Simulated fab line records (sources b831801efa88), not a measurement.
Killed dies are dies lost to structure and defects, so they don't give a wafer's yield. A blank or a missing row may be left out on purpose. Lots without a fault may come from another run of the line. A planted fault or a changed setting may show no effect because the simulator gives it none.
Chamber matching	flow gf180mcu	4 sister chambers for GF_V5_CMP_04 on cmp-01
The step polishes SiO2. 8 wafers are shown with their chamber, then 8 later ones without.

== EACH WAFER AND ITS CHAMBER ==
wafer	chamber	motor-current-A (A)	edge-zone-pressure-frac
L432.4	0	12.0	1.011
L432.5	1	12.4	0.997
L433.3	3	11.9	1.006
L433.4	2	11.2	1.014
L433.6	3	12.4	0.995
L435.2	2	10.9	0.999
L435.5	0	11.8	0.998
L445.1	1	12.5	0.999

== WAFERS WHOSE CHAMBER IS MISSING ==
wafer	motor-current-A (A)	edge-zone-pressure-frac
L445.4	11.7	1.000
L445.5	12.6	1.006
L447.1	11.9	1.008
L447.2	12.3	0.997
L447.5	11.9	0.998
L449.3	12.6	0.994
L449.4	11.8	1.002
L449.5	11.0	0.999

== WHICH CHAMBER EACH WENT THROUGH ==
wafer	from the rows above	in truth
L445.4	can't be placed: 0 or 3 or 2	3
L445.5	can't be placed: 1 or 3 or 0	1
L447.1	can't be placed: 0 or 3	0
L447.2	can't be placed: 1 or 3 or 0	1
L447.5	can't be placed: 0 or 3 or 1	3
L449.3	can't be placed: 1 or 3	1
L449.4	can't be placed: 0 or 3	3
L449.5	2	2
Correctly placed: 1 of 8. Cannot be placed on the basis of these rows: 7; the candidates contain the true chamber in 7. Wrongly placed: 0.
How it was worked out, from the rows above alone: a wafer's distance from a chamber is the root of the sum, over the readings, of the square of ((its reading less the chamber's mean) divided by the reading's scatter). The wafer belongs to the nearest chamber; if the next one is less than 2 further off, it can't be placed. The mean given for a chamber averages the wafers shown for that chamber. The scatter: take each reading less its chamber's mean, square it, sum over the shown wafers, divide by the number of wafers less the number of chambers, and take the root.
